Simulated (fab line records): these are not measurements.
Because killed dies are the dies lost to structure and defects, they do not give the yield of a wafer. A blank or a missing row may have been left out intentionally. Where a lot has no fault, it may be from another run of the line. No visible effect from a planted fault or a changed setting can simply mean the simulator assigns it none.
Split-lot study | flow gf180mcu | on a route of 602 steps: 5 lots, 23 wafers read

== THE SPLIT ==
At GF_M2_SPUTTER_04 (material TiN, target thk 50 nm, time 41.7 s), the setting time s was moved away from the recipe's 41.7 s on 6 of the 23 wafers read, by -4.7% to +14.8%. For the rest of the wafers, this setting stayed at what the recipe calls for.

The reading comes from the split's own step.

== THE READING ==
TiN_of_M2_SPUTTER_04.thk nm (the simulator's own value, which no gauge read), in nm, at GF_M2_SPUTTER_04 (material TiN, target thk 50 nm, time 41.7 s). No usual value for it is given in the file. Average 49.83 nm, standard deviation 0.33 nm, over the 17 wafers here run with the recipe.

wafer  | tool, chamber at the split | time s as run, s | against the recipe | TiN_of_M2_SPUTTER_04.thk nm, nm | against lot-mates on the recipe
L076.3 | pvd sputter-03, -          | 41.7             | recipe             | 49.66                           | -
L076.4 | pvd sputter-03, -          | 41.7             | recipe             | 49.91                           | -
L076.6 | pvd sputter-03, -          | 41.7             | recipe             | 49.54                           | -
L075.1 | pvd sputter-03, -          | 46.5             | +11.5%             | 55.76                           | +5.43
L075.3 | pvd sputter-03, -          | 46.5             | +11.5%             | 55.87                           | +5.54
L075.4 | pvd sputter-03, -          | 41.7             | recipe             | 50.37                           | -
L075.5 | pvd sputter-03, -          | 41.7             | recipe             | 50.56                           | -
L075.6 | pvd sputter-03, -          | 41.7             | recipe             | 50.05                           | -
L079.2 | pvd sputter-03, -          | 41.7             | recipe             | 50.1                            | -
L079.3 | pvd sputter-03, -          | 41.7             | recipe             | 49.46                           | -
L079.4 | pvd sputter-03, -          | 41.7             | recipe             | 49.54                           | -
L079.5 | pvd sputter-03, -          | 41.7             | recipe             | 49.63                           | -
L079.6 | pvd sputter-03, -          | 41.7             | recipe             | 49.85                           | -
L083.1 | pvd sputter-02, -          | 47.86            | +14.8%             | 57.54                           | +7.65
L083.2 | pvd sputter-02, -          | 47.86            | +14.8%             | 57.73                           | +7.84
L083.3 | pvd sputter-02, -          | 41.7             | recipe             | 49.87                           | -
L083.5 | pvd sputter-02, -          | 41.7             | recipe             | 50.08                           | -
L083.6 | pvd sputter-02, -          | 41.7             | recipe             | 49.71                           | -
L084.1 | pvd sputter-02, -          | 41.7             | recipe             | 49.15                           | -
L084.2 | pvd sputter-02, -          | 39.76            | -4.7%              | 47.54                           | -2.07
L084.3 | pvd sputter-02, -          | 39.76            | -4.7%              | 47.84                           | -1.77
L084.4 | pvd sputter-02, -          | 41.7             | recipe             | 49.78                           | -
L084.6 | pvd sputter-02, -          | 41.7             | recipe             | 49.9                            | -

FIT RESULTS
A straight line over all 23 wafers: TiN_of_M2_SPUTTER_04.thk nm changes by +0.519 nm for each +1% of time s; r = +0.99; the points scatter about the line by 0.32 nm.
The same after taking each lot's own level away (the mean of its wafers on the recipe; 23 wafers): +0.498 nm for each +1%; r = +1.00; scatter 0.28 nm.
On that fit, the largest move of time s shifts the reading by 7.4 nm.
Across the lots, their own levels run from 49.610 to 50.327 nm, a range of 2.2 times the standard deviation given above.
The two slopes agree, so the slope changes little with the lot-to-lot level.
Check: for one of the wafers moved furthest among these (+14.8%), held out of the fit, the line's prediction against its lot-mates is +7.31 nm. Against them it came out at +7.65 nm.

== THESE WAFERS: OTHER SPLITS ==
Before the reading, these wafers also passed through other splits. Each is held against what the fit with the lots' levels taken away leaves over:
other split on the same wafers        | wafers away from the commonest value | r with TiN_of_M2_SPUTTER_04.thk nm (lot level and that fit taken away)
GF_VT_IMPLANT_STRIP_31 pressure mtorr | 5                                    | -0.09
GF_POLY_GATE_COAT_05 resist thk nm    | 10                                   | -0.07
GF_POLY_GATE_ETCH_13 over etch frac   | 8                                    | -0.18
GF_HV_LDD_DEVELOP_30 develop time s   | 8                                    | -0.37
GF_HV_LDD_IMPLANT_48 energy kev       | 4                                    | -0.01
GF_CONTACT_CMP_04 leave above ref nm  | 7                                    | -0.34
GF_CONTACT_ETCH_16 source w           | 3                                    | +0.08
GF_M1_SPUTTER_00 power w              | 9                                    | +0.05
GF_M1_SPUTTER_01 power w              | 6                                    | +0.16
GF_V1_COAT_09 resist thk nm           | 5                                    | -0.32

== FILE'S OWN FIT ==
TiN_of_M2_SPUTTER_04.thk nm changes by +0.501 nm for each +1% of time s, r = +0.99.
